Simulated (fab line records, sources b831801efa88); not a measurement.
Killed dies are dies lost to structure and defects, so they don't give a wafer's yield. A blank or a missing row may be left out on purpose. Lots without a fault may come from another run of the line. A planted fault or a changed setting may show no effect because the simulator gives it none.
fab line records | flow sky130
record lots=11 wafers=33 last_day=50
route steps=708 shown CONTACT@420 VIA2@523 VIA3@582 PAD_OPEN@708
lots that met no fault: from a run of the same line without faults
start_h: hours from the record's first day to the start of the lot's first wafer shown | wait_h: hours since the lot's step before | " the same as in the row above | L1.1+2: a row that stands for several wafers | - no value, or no start given | * or withheld: withheld | < > ~ a bound
route shown NAME@n: a module of which the file shows steps, and the number in the route of the first | usual: mean/standard deviation of fault-free wafers | same: alike in all rows | chamber/n: place in a boat | sites: the reading at each site | _std_site: their standard deviation | _edge_site: outer sites' mean less inner sites' | radius_mm: how far each site lies from the wafer's centre | mask NAME#n: copy n | behind: the tool/chamber that last shaped the wafer | hold: why the lot was held/for how many hours/how that ended | device: the transistor (n, p or np) that didn't switch | end of line: the same wafers' tests at the end of the route | a step without rows: its recipe alone | killed: dies lost to structure and defects at the first sort, not the wafer's yield | map: a wafer's dies, x killed, . not, _ none there
set.NAME: the setting as run; set.NAME@STEP: as run at that earlier step | model.NAME: the simulator's own value behind a step, which no gauge read
steps of the route over a sample of lots; a table a step, a row a wafer
services: from which hour (start_h, from the record's first day; less than 0 if before it) a tool's chamber was out of use, for how many hours, and why
## steps
# step SKY_CONTACT_CD_MEAS_14
# recipe target_cd_nm=170
# usual cd_nm=170.4/1.5
# columns lot.wafer tool chamber start_h wait_h cd_nm
L632.4 cd_sem-01 - 730.88 - 171.2
L632.5 " - " " 170.7
L632.6 " - " " 170.1
L634.1 cd_sem-02 - 747.30 - 171.5
L634.5 " - " " 172.5
L634.6 " - " " 171.0
L637.2 cd_sem-01 - 782.90 - 170.8
L637.4 " - " " 169.6
L637.5 " - " " 168.2
L638.1 cd_sem-01 - 786.47 - 171.8
L638.3 " - " " 170.6
L638.5 " - " " 171.2
L639.2 cd_sem-02 - 791.64 - 167.4
L639.3 " - " " 167.2
L639.4 " - " " 169.4
L641.1 cd_sem-02 - 808.77 - 173.1
L641.2 " - " " 172.0
L641.3 " - " " 173.7
L650.1 cd_sem-01 - 872.52 - 169.6
L650.5 " - " " 170.1
L650.6 " - " " 170.9
L651.2 cd_sem-02 - 878.24 - 171.9
L651.4 " - " " 170.6
L651.5 " - " " 172.8
L653.4 cd_sem-02 - 896.23 - 171.0
L653.5 " - " " 170.5
L653.6 " - " " 170.4
L654.1 cd_sem-02 - 904.27 - 171.7
L654.4 " - " " 170.3
L654.6 " - " " 170.2
L655.1 cd_sem-01 - 906.77 - 168.3
L655.4 " - " " 168.3
L655.6 " - " " 169.6
# step SKY_VIA2_STRIP_16
# recipe chemistry=O2/N2 power_w=1400 pressure_mtorr=1500 platen_temp_c=withheld o2_flow_sccm=3000 n2_flow_sccm=300 overash_fraction=0.5
# usual chamber_pressure_mTorr=1499.9/1.3 drypump_motor_current_A=6.0/0.49 oes_product_au=0.398/0.0049 strip_time_to_endpoint_s=4.051/0.024
# columns lot.wafer tool chamber start_h wait_h chamber_pressure_mTorr drypump_motor_current_A oes_product_au rf_hours_counter_h strip_time_to_endpoint_s
L632.4 plasma_asher-02 0 846.16 0.1 1499.4 5.6 0.400 - 4.068
L632.5 " 0 " " 1499.8 5.6 0.401 - 4.019
L632.6 " 1 " " 1497.3 5.3 0.396 - 4.035
L634.1 plasma_asher-01 0 859.58 0.0 1499.1 6.6 0.401 43 4.057
L634.5 " 1 " " 1502.7 6.0 0.404 - 4.080
L634.6 " 0 " " 1499.3 6.6 0.405 - 4.061
L637.2 plasma_asher-02 1 893.19 0.0 1500.9 5.4 0.396 15 4.045
L637.4 " 0 " " 1499.8 5.6 0.395 - 4.046
L637.5 " 1 " " 1499.0 5.4 0.397 - 4.079
L638.1 plasma_asher-02 0 898.34 0.0 1498.3 5.6 0.401 15 4.093
L638.3 " 0 " " 1501.0 5.6 0.402 - 4.069
L638.5 " 0 " " 1501.7 5.6 0.395 - 4.046
L639.2 plasma_asher-01 1 903.23 0.0 1501.6 6.0 0.401 47 4.068
L639.3 " 1 " " 1499.6 6.0 0.396 - 4.012
L639.4 " 0 " " 1500.6 6.6 0.400 - 4.034
L641.1 plasma_asher-03 0 919.23 0.0 1498.2 6.7 0.391 76 4.027
L641.2 " 1 " " 1499.4 5.9 0.401 76 4.011
L641.3 " 0 " " 1501.0 6.7 0.406 - 3.992
L650.1 plasma_asher-02 1 979.33 0.0 1498.2 5.4 0.405 24 4.053
L650.5 " 1 " " 1502.0 5.4 0.395 - 4.019
L650.6 " 0 " " 1501.7 5.6 0.394 - 4.051
L651.2 plasma_asher-03 1 982.93 0.0 1500.2 5.9 0.393 82 4.057
L651.4 " 1 " " 1499.8 5.9 0.390 - 4.062
L651.5 " 0 " " 1500.7 6.7 0.396 - 4.053
L653.4 plasma_asher-03 0 1001.18 0.0 1500.2 6.7 0.393 - 4.060
L653.5 " 1 " " 1500.0 5.9 0.394 - 4.056
L653.6 " 0 " " 1497.9 6.7 0.396 - 4.068
L654.1 plasma_asher-03 0 1006.73 0.0 1498.1 6.7 0.396 85 4.053
L654.4 " 0 " " 1500.2 6.7 0.395 - 4.039
L654.6 " 0 " " 1500.9 6.7 0.402 - 4.055
L655.1 plasma_asher-02 1 1009.19 0.0 1501.2 5.4 0.404 27 4.050
L655.4 " 0 " " 1499.0 5.6 0.394 - 4.016
L655.6 " 1 " " 1501.3 5.4 0.398 - 4.056
# step SKY_VIA2_RS_MEAS_22
# recipe thk_meas_gauge=four-point-probe reads=W_of_VIA2_CVD_21+TiN_of_VIA2_SPUTTER_20
# usual VIA2_W_RS=0.275/0.0033
# columns lot.wafer tool chamber start_h wait_h VIA2_W_RS[ohm/sq]
L632.4 film_metro-02 - 847.02 0.1 0.272
L632.5 " - " " 0.275
L632.6 " - " " 0.274
L634.1 film_metro-04 - 860.36 0.1 0.274
L634.5 " - " " 0.283
L634.6 " - " " 0.277
L637.2 film_metro-04 - 893.99 0.1 0.270
L637.4 " - " " 0.268
L637.5 " - " " 0.271
L638.1 film_metro-01 - 899.12 0.1 0.277
L638.3 " - " " 0.272
L638.5 " - " " 0.277
L639.2 film_metro-02 - 904.14 0.1 0.271
L639.3 " - " " 0.273
L639.4 " - " " 0.269
L641.1 film_metro-02 - 920.08 0.1 0.275
L641.2 " - " " 0.271
L641.3 " - " " 0.272
L650.1 film_metro-04 - 980.11 0.1 0.283
L650.5 " - " " 0.276
L650.6 " - " " 0.279
L651.2 film_metro-04 - 983.78 0.1 0.272
L651.4 " - " " 0.277
L651.5 " - " " 0.277
L653.4 film_metro-04 - 1001.99 0.1 0.274
L653.5 " - " " 0.270
L653.6 " - " " 0.276
L654.1 film_metro-04 - 1007.52 0.1 0.278
L654.4 " - " " 0.281
L654.6 " - " " 0.276
L655.1 film_metro-01 - 1009.98 0.1 0.270
L655.4 " - " " 0.271
L655.6 " - " " 0.274
# step SKY_VIA3_EXPOSE_09
# recipe mask_id=VIM3 na=0.8 source_shape=annular sigma_inner=0.55 sigma_outer=0.85 target_cd_nm=200 dose_mj=38
# usual focus_offset_nm=0.1/0.5
# same na=0.8
# columns lot.wafer tool chamber start_h wait_h mask focus_offset_nm
L632.4 krf_scanner-01 0 914.71 - VIM3#0 -0.1
L632.5 " 0 " " VIM3#0 0.1
L632.6 " 0 " " VIM3#0 -0.9
L634.1 krf_scanner-01 0 926.12 - VIM3#0 0.2
L634.5 " 0 " " VIM3#0 0.0
L634.6 " 0 " " VIM3#0 -0.1
L637.2 krf_scanner-02 0 958.52 - VIM3#0 0.0
L637.4 " 0 " " VIM3#0 -0.9
L637.5 " 0 " " VIM3#0 -0.7
L638.1 krf_scanner-02 0 963.38 - VIM3#0 -0.3
L638.3 " 0 " " VIM3#0 -0.3
L638.5 " 0 " " VIM3#0 -0.2
L639.2 krf_scanner-02 0 967.92 - VIM3#0 -0.1
L639.3 " 0 " " VIM3#0 0.5
L639.4 " 0 " " VIM3#0 0.4
L641.1 krf_scanner-02 0 983.98 - VIM3#0 0.2
L641.2 " 0 " " VIM3#0 0.2
L641.3 " 0 " " VIM3#0 -0.8
L650.1 krf_scanner-02 0 1040.92 - VIM3#0 0.1
L650.5 " 0 " " VIM3#0 0.0
L650.6 " 0 " " VIM3#0 0.2
L651.2 krf_scanner-02 0 1045.25 - VIM3#0 -1.0
L651.4 " 0 " " VIM3#0 -0.9
L651.5 " 0 " " VIM3#0 -1.1
L653.4 krf_scanner-01 0 1060.81 - VIM3#0 -0.7
L653.5 " 0 " " VIM3#0 -0.5
L653.6 " 0 " " VIM3#0 -1.0
L654.1 krf_scanner-01 0 1066.27 - VIM3#0 -0.5
L654.4 " 0 " " VIM3#0 0.0
L654.6 " 0 " " VIM3#0 0.3
L655.1 krf_scanner-01 0 1068.65 - VIM3#0 -0.2
L655.4 " 0 " " VIM3#0 0.3
L655.6 " 0 " " VIM3#0 0.2
# step SKY_VIA3_CD_MEAS_12
# recipe target_cd_nm=200
# usual cd_nm=199.8/1.3
# columns lot.wafer tool chamber start_h wait_h cd_nm
L632.4 cd_sem-01 - 926.83 - 197.3
L632.5 " - " " 198.3
L632.6 " - " " 197.7
L634.1 cd_sem-01 - 938.12 - 201.0
L634.5 " - " " 200.9
L634.6 " - " " 201.2
L637.2 cd_sem-02 - 970.85 - 198.8
L637.4 " - " " 199.2
L637.5 " - " " 198.4
L638.1 cd_sem-02 - 975.13 - 198.7
L638.3 " - " " 198.7
L638.5 " - " " 198.0
L639.2 cd_sem-01 - 979.55 - 198.5
L639.3 " - " " 199.5
L639.4 " - " " 198.7
L641.1 cd_sem-02 - 995.33 - 199.2
L641.2 " - " " 198.7
L641.3 " - " " 197.9
L650.1 cd_sem-01 - 1051.72 - 183.6
L650.5 " - " " 184.1
L650.6 " - " " 189.6
L651.2 cd_sem-01 - 1055.95 - 181.1
L651.4 " - " " 188.6
L651.5 " - " " 192.7
L653.4 cd_sem-01 - 1071.23 - 199.1
L653.5 " - " " 200.4
L653.6 " - " " 200.0
L654.1 cd_sem-02 - 1076.73 - 201.0
L654.4 " - " " 198.2
L654.6 " - " " 198.9
L655.1 cd_sem-01 - 1078.83 - 201.1
L655.4 " - " " 202.5
L655.6 " - " " 201.5
# step SKY_PAD_OPEN_PROBE_99
# usual defect_limited_yield=82.8/2 killed_at_M0_to_M3=42/7.3 killed_at_M4_up=3.2/1.8 killed_at_contacts=25/5.2 killed_at_front_end=15/4.6 killed_at_other=0.3/0.62 killed_dies=85/9.9 killed_on_rim=17/3.9 killed_open=46/7.1 killed_short=38/5.7 sort_bin_3_pad_short=0.9/0.42 sort_bin_5_function=10.0/1.5 sort_bin_6_memory=6.3/1.2 sort_n_pass=407/9.9 sort_yield_pct=82.8/2
# same gross_dies=492 killed_at_back_side=0 sort_bin_4_leakage[%]=0 sort_bin_8_speed[%]=0
# columns lot.wafer tool chamber start_h wait_h defect_limited_yield[%] killed_at_M0_to_M3 killed_at_M4_up killed_at_contacts killed_at_front_end killed_at_other killed_dies killed_on_rim killed_open killed_short sort_bin_3_pad_short[%] sort_bin_5_function[%] sort_bin_6_memory[%] sort_n_pass sort_yield_pct[%]
L632.4 prober-01 - 1073.87 0.2 82.5 40 1 25 20 0 86 15 43 43 1.2 9.8 6.5 406 82.5
L632.5 prober-01 - 1073.92 0.2 80.9 47 1 30 16 0 94 23 51 43 0.8 11.2 7.1 398 80.9
L632.6 prober-01 - 1073.97 0.2 81.9 41 1 28 19 0 89 14 49 40 0.2 11.0 6.9 403 81.9
L634.1 prober-01 - 1083.82 0.1 80.9 48 4 31 11 0 94 15 50 44 1.8 10.6 6.7 398 80.9
L634.5 prober-01 - 1084.02 0.2 78.9 58 2 26 18 0 104 21 59 45 1.4 11.6 8.1 388 78.9
L634.6 prober-01 - 1084.07 0.2 79.7 53 2 25 20 0 100 21 56 44 1.0 10.4 8.9 392 79.7
L637.2 prober-01 - 1110.84 0.1 77.4 58 3 32 18 0 111 21 54 57 1.6 11.8 9.1 381 77.4
L637.4 prober-01 - 1110.94 0.2 82.5 37 7 25 17 0 86 19 39 46 1.0 10.6 5.9 406 82.5
L637.5 prober-01 - 1110.99 0.2 84.8 39 0 24 12 0 75 16 42 33 1.0 7.7 6.5 417 84.8
L638.1 prober-02 - 1115.89 0.1 80.7 56 4 19 16 0 95 26 49 46 0.2 13.0 6.1 397 80.7
L638.3 prober-02 - 1115.99 0.2 81.5 55 3 21 12 0 91 19 55 36 1.0 11.8 5.7 401 81.5
L638.5 prober-02 - 1116.09 0.2 81.3 46 4 27 14 1 92 19 54 38 0.8 9.6 8.3 400 81.3
L639.2 prober-01 - 1118.97 0.1 81.3 41 6 30 15 0 92 15 48 44 1.0 9.6 8.1 400 81.3
L639.3 prober-01 - 1119.02 0.2 84.6 38 2 23 13 0 76 20 43 33 1.2 8.5 5.7 416 84.6
L639.4 prober-01 - 1119.07 0.2 83.3 32 5 29 16 0 82 16 51 30 0.6 8.7 7.3 410 83.3
L641.1 prober-01 - 1132.22 0.1 79.9 44 6 28 21 0 99 14 56 43 0.4 12.0 7.7 393 79.9
L641.2 prober-01 - 1132.27 0.1 81.7 43 4 29 14 0 90 17 47 43 0.4 11.6 6.3 402 81.7
L641.3 prober-01 - 1132.32 0.2 83.1 42 3 29 9 0 83 15 34 49 0.6 10.0 6.3 409 83.1
L650.1 prober-02 - 1177.07 0.1 83.9 33 0 28 18 0 79 16 45 34 1.0 10.0 5.1 413 83.9
L650.5 prober-02 - 1177.27 0.2 84.6 36 2 19 19 0 76 18 37 39 1.0 9.3 5.1 416 84.6
L650.6 prober-02 - 1177.32 0.2 85.4 44 2 15 11 0 72 18 41 31 0.4 8.7 5.5 420 85.4
L651.2 prober-01 - 1180.64 0.1 81.9 42 2 29 16 0 89 17 48 37 1.2 10.2 6.7 403 81.9
L651.4 prober-01 - 1180.74 0.2 83.1 37 3 23 20 0 83 18 44 39 0.8 10.2 5.9 409 83.1
L651.5 prober-01 - 1180.79 0.2 83.7 41 4 20 14 1 80 12 43 35 0.6 9.3 6.3 412 83.7
L653.4 prober-01 - 1191.82 0.2 84.1 40 2 19 17 0 78 15 46 32 1.2 8.7 5.9 414 84.1
L653.5 prober-01 - 1191.87 0.2 80.7 43 3 31 18 0 95 22 51 44 1.0 11.6 6.7 397 80.7
L653.6 prober-01 - 1191.92 0.2 83.3 35 2 26 18 1 82 16 49 33 0 10.8 5.9 410 83.3
L654.1 prober-02 - 1195.64 0.1 84.1 35 1 26 13 3 78 10 41 36 0.6 8.7 6.5 414 84.1
L654.4 prober-02 - 1195.79 0.2 85.0 32 2 19 20 1 74 12 39 34 1.2 10.4 3.5 418 85.0
L654.6 prober-02 - 1195.89 0.2 80.1 48 5 20 23 2 98 18 53 44 1.2 9.6 9.1 394 80.1
L655.1 prober-01 - 1197.05 0.1 81.7 40 4 31 15 0 90 14 55 35 0.6 9.8 7.9 402 81.7
L655.4 prober-01 - 1197.20 0.2 79.9 53 6 24 16 0 99 20 51 48 0.6 12.4 7.1 393 79.9
L655.6 prober-01 - 1197.30 0.2 79.5 52 4 27 18 0 101 21 52 49 1.2 9.6 9.8 391 79.5
# killed by level:class
L632.4 METAL2:geometric_particle:short=9 LI_CONTACT:geometric_particle:open=8 CONTACT:geometric_particle:open=8 VIA3:geometric_particle:short=7 VIA1:geometric_particle:open=6 FIELD_ISO:geometric_particle:open=5 POLY_GATE:geometric_particle:short=5 METAL1:geometric_particle:short=4
L632.5 CONTACT:geometric_particle:open=15 VIA1:geometric_particle:open=12 POLY_GATE:geometric_particle:short=6 METAL2:geometric_particle:short=6 CONTACT:geometric_particle:short=5 METAL1:geometric_particle:short=5 VIA2:geometric_particle:open=5 VIA3:geometric_particle:open=5
L632.6 LI_CONTACT:geometric_particle:open=9 CONTACT:geometric_particle:open=9 VIA2:geometric_particle:open=7 FIELD_ISO:geometric_particle:short=6 VIA1:geometric_particle:open=6 VIA3:geometric_particle:open=6 LOCAL_INTERCONNECT:geometric_particle:short=5 VIA3:geometric_particle:short=5
L634.1 VIA1:geometric_particle:open=15 CONTACT:geometric_particle:open=9 CONTACT:geometric_particle:short=8 VIA2:geometric_particle:open=6 VIA3:geometric_particle:open=6 LI_CONTACT:geometric_particle:open=5 FIELD_ISO:geometric_particle:short=4 LI_CONTACT:geometric_particle:short=4
L634.5 VIA1:geometric_particle:open=16 VIA3:geometric_particle:open=9 VIA1:geometric_particle:short=8 CONTACT:geometric_particle:open=7 CONTACT:geometric_particle:short=7 LI_CONTACT:geometric_particle:open=6 METAL2:geometric_particle:open=6 POLY_GATE:geometric_particle:open=5
L634.6 CONTACT:geometric_particle:open=13 VIA1:geometric_particle:open=12 POLY_GATE:geometric_particle:open=7 VIA2:geometric_particle:open=7 CONTACT:geometric_particle:short=7 METAL1:geometric_particle:short=6 VIA3:geometric_particle:short=6 VIA1:geometric_particle:short=6
L637.2 VIA1:geometric_particle:open=16 LI_CONTACT:geometric_particle:open=9 CONTACT:geometric_particle:short=8 VIA3:geometric_particle:short=7 VIA3:geometric_particle:open=7 FIELD_ISO:geometric_particle:short=6 CONTACT:geometric_particle:open=6 VIA1:geometric_particle:short=5
L637.4 CONTACT:geometric_particle:open=8 VIA1:geometric_particle:open=8 LI_CONTACT:geometric_particle:open=7 VIA1:geometric_particle:short=6 CONTACT:geometric_particle:short=6 FIELD_ISO:geometric_particle:short=5 VIA2:geometric_particle:short=5 FIELD_ISO:geometric_particle:open=4
L637.5 CONTACT:geometric_particle:short=9 CONTACT:geometric_particle:open=8 VIA1:geometric_particle:open=8 VIA2:geometric_particle:open=7 VIA1:geometric_particle:short=5 FIELD_ISO:geometric_particle:open=4 METAL1:geometric_particle:short=3 METAL2:geometric_particle:short=3
L638.1 VIA1:geometric_particle:open=11 VIA2:geometric_particle:short=10 METAL1:geometric_particle:short=8 VIA3:geometric_particle:open=8 VIA2:geometric_particle:open=7 POLY_GATE:geometric_particle:open=6 METAL2:geometric_particle:short=6 CONTACT:geometric_particle:open=5
L638.3 VIA1:geometric_particle:open=11 CONTACT:geometric_particle:open=10 VIA2:geometric_particle:open=10 VIA3:geometric_particle:open=9 VIA2:geometric_particle:short=6 LI_CONTACT:geometric_particle:open=5 CONTACT:geometric_particle:short=5 VIA1:geometric_particle:short=5
L638.5 CONTACT:geometric_particle:open=14 LI_CONTACT:geometric_particle:open=7 VIA1:geometric_particle:short=7 VIA3:geometric_particle:open=7 VIA1:geometric_particle:open=6 METAL2:geometric_particle:short=5 VIA2:geometric_particle:open=5 FIELD_ISO:geometric_particle:open=4
L639.2 VIA1:geometric_particle:open=16 CONTACT:geometric_particle:short=8 CONTACT:geometric_particle:open=8 LI_CONTACT:geometric_particle:open=7 VIA1:geometric_particle:short=5 LI_CONTACT:geometric_particle:short=4 METAL1:geometric_particle:short=4 METAL4:geometric_particle:short=4
L639.3 VIA1:geometric_particle:open=10 CONTACT:geometric_particle:open=9 LI_CONTACT:geometric_particle:open=7 METAL1:geometric_particle:short=7 FIELD_ISO:geometric_particle:short=6 VIA2:geometric_particle:open=6 CONTACT:geometric_particle:short=4 VIA2:geometric_particle:short=4
L639.4 CONTACT:geometric_particle:open=14 VIA3:geometric_particle:open=9 FIELD_ISO:geometric_particle:short=7 LI_CONTACT:geometric_particle:open=7 VIA1:geometric_particle:open=6 FIELD_ISO:geometric_particle:open=5 CONTACT:geometric_particle:short=5 VIA2:geometric_particle:open=5
L641.1 VIA1:geometric_particle:open=13 CONTACT:geometric_particle:open=9 METAL1:geometric_particle:short=8 FIELD_ISO:geometric_particle:open=6 LI_CONTACT:geometric_particle:open=6 VIA2:geometric_particle:open=6 POLY_GATE:geometric_particle:short=5 VIA3:geometric_particle:open=5
L641.2 LI_CONTACT:geometric_particle:open=9 CONTACT:geometric_particle:open=9 VIA2:geometric_particle:open=8 VIA2:geometric_particle:short=7 VIA3:geometric_particle:open=7 VIA1:geometric_particle:short=6 POLY_GATE:geometric_particle:open=6 LOCAL_INTERCONNECT:geometric_particle:short=6
L641.3 VIA1:geometric_particle:open=11 CONTACT:geometric_particle:open=10 LOCAL_INTERCONNECT:geometric_particle:short=8 METAL2:geometric_particle:short=8 CONTACT:geometric_particle:short=7 METAL1:geometric_particle:short=6 VIA1:geometric_particle:short=5 VIA2:geometric_particle:open=5
L650.1 CONTACT:geometric_particle:open=11 VIA1:geometric_particle:open=9 LI_CONTACT:geometric_particle:short=6 POLY_GATE:geometric_particle:short=5 LI_CONTACT:geometric_particle:open=5 VIA3:geometric_particle:open=5 POLY_GATE:geometric_particle:open=4 METAL2:geometric_particle:short=4
L650.5 CONTACT:geometric_particle:open=7 METAL1:geometric_particle:short=7 METAL2:geometric_particle:short=7 VIA2:geometric_particle:open=7 FIELD_ISO:geometric_particle:short=5 POLY_GATE:geometric_particle:open=5 LI_CONTACT:geometric_particle:open=5 VIA1:geometric_particle:open=5
L650.6 VIA2:geometric_particle:open=9 METAL2:geometric_particle:short=7 VIA3:geometric_particle:open=6 CONTACT:geometric_particle:open=5 VIA1:geometric_particle:open=5 LI_CONTACT:geometric_particle:open=4 POLY_GATE:geometric_particle:open=3 LOCAL_INTERCONNECT:geometric_particle:short=3
L651.2 LI_CONTACT:geometric_particle:open=10 VIA1:geometric_particle:open=8 CONTACT:geometric_particle:open=7 VIA1:geometric_particle:short=6 VIA2:geometric_particle:open=6 FIELD_ISO:geometric_particle:short=5 FIELD_ISO:geometric_particle:open=5 METAL2:geometric_particle:short=5
L651.4 CONTACT:geometric_particle:open=10 VIA1:geometric_particle:open=7 VIA3:geometric_particle:open=7 FIELD_ISO:geometric_particle:open=6 POLY_GATE:geometric_particle:open=5 LOCAL_INTERCONNECT:geometric_particle:short=5 VIA3:geometric_particle:short=5 CONTACT:geometric_particle:short=4
L651.5 VIA1:geometric_particle:open=9 METAL2:geometric_particle:short=8 VIA3:geometric_particle:open=7 CONTACT:geometric_particle:open=5 POLY_GATE:geometric_particle:open=4 LOCAL_INTERCONNECT:geometric_particle:open=4 LOCAL_INTERCONNECT:geometric_particle:short=4 METAL1:geometric_particle:open=4
L653.4 VIA1:geometric_particle:open=12 METAL2:geometric_particle:short=6 FIELD_ISO:geometric_particle:short=5 VIA3:geometric_particle:open=5 LI_CONTACT:geometric_particle:open=5 CONTACT:geometric_particle:open=5 VIA2:geometric_particle:open=5 CONTACT:geometric_particle:short=4
L653.5 CONTACT:geometric_particle:open=15 VIA1:geometric_particle:open=12 FIELD_ISO:geometric_particle:short=8 VIA2:geometric_particle:open=8 LI_CONTACT:geometric_particle:open=6 CONTACT:geometric_particle:short=5 METAL2:geometric_particle:short=5 VIA3:geometric_particle:short=5
L653.6 VIA1:geometric_particle:open=11 CONTACT:geometric_particle:open=8 FIELD_ISO:geometric_particle:open=7 VIA2:geometric_particle:open=7 LI_CONTACT:geometric_particle:open=6 LOCAL_INTERCONNECT:geometric_particle:short=6 VIA3:geometric_particle:open=4 FIELD_ISO:geometric_particle:short=3
L654.1 CONTACT:geometric_particle:open=11 VIA1:geometric_particle:open=11 VIA3:geometric_particle:short=6 VIA2:geometric_particle:open=5 CONTACT:geometric_particle:short=5 LOCAL_INTERCONNECT:geometric_particle:short=5 POLY_GATE:geometric_particle:short=4 FIELD_ISO:geometric_particle:short=3
L654.4 CONTACT:geometric_particle:open=8 VIA1:geometric_particle:open=8 FIELD_ISO:geometric_particle:short=6 VIA1:geometric_particle:short=6 POLY_GATE:geometric_particle:short=5 LI_CONTACT:geometric_particle:open=5 POLY_GATE:geometric_particle:open=4 VIA2:geometric_particle:open=4
L654.6 VIA1:geometric_particle:open=14 FIELD_ISO:geometric_particle:open=7 CONTACT:geometric_particle:open=7 VIA2:geometric_particle:short=7 VIA1:geometric_particle:short=7 LI_CONTACT:geometric_particle:open=5 METAL1:geometric_particle:short=5 VIA2:geometric_particle:open=5
L655.1 CONTACT:geometric_particle:open=15 VIA1:geometric_particle:open=11 LI_CONTACT:geometric_particle:open=7 METAL1:geometric_particle:short=7 METAL2:geometric_particle:short=7 CONTACT:geometric_particle:short=6 VIA3:geometric_particle:open=6 FIELD_ISO:geometric_particle:open=4
L655.4 VIA1:geometric_particle:open=13 CONTACT:geometric_particle:open=10 VIA2:geometric_particle:open=10 VIA1:geometric_particle:short=9 METAL1:geometric_particle:short=6 POLY_GATE:geometric_particle:short=5 LOCAL_INTERCONNECT:geometric_particle:short=5 FIELD_ISO:geometric_particle:short=4
L655.6 VIA1:geometric_particle:open=15 CONTACT:geometric_particle:open=11 LI_CONTACT:geometric_particle:open=9 VIA1:geometric_particle:short=9 METAL2:geometric_particle:short=8 POLY_GATE:geometric_particle:short=7 VIA3:geometric_particle:open=5 FIELD_ISO:geometric_particle:short=4
## services
# columns tool chamber start_h hours kind
krf_scanner-01 - 823.44 1.3 pm
krf_scanner-02 0 831.16 - calibration
krf_scanner-02 - 838.53 1.3 pm
krf_scanner-02 - 864.86 1.0 pm
plasma_asher-01 - 882.03 5.1 repair
krf_scanner-01 - 896.00 0.8 pm
krf_scanner-01 - 913.66 1.0 pm
krf_scanner-01 0 916.93 - calibration
krf_scanner-01 - 928.39 2.1 repair
krf_scanner-02 - 943.64 0.8 pm
krf_scanner-01 - 956.99 4.4 pm
plasma_asher-01 - 960.13 15.8 pm
krf_scanner-01 - 981.98 1.9 repair
krf_scanner-01 - 983.85 1.3 pm
krf_scanner-02 0 994.75 - calibration
krf_scanner-02 - 1006.16 4.0 pm
plasma_asher-03 - 1012.13 1.5 repair
krf_scanner-02 - 1014.43 1.3 pm
plasma_asher-03 - 1021.01 2.1 repair
krf_scanner-02 - 1033.86 1.0 pm
krf_scanner-01 - 1050.59 3.6 pm
krf_scanner-01 - 1064.80 0.8 pm
## key
first_sign step=SKY_VIA3_CD_MEAS_12 reading=cd_nm direction=down sigmas=9.9 usual=199.8 struck=186.6
effect none on later readings
met_at SKY_VIA3_EXPOSE_09
struck_lots L650,L651
not_acting_at SKY_CONTACT_CD_MEAS_14,SKY_VIA2_STRIP_16,SKY_VIA2_RS_MEAS_22
onset_between 983.98 1040.92
fault kind=process_parameter_drift tool=krf_scanner-02 chamber=- onset_h=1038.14 steps=SKY_VIA3_EXPOSE_09 channel=focus_nm offset=190.82 spread_by_wafer=0.3 shape=step end_h=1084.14
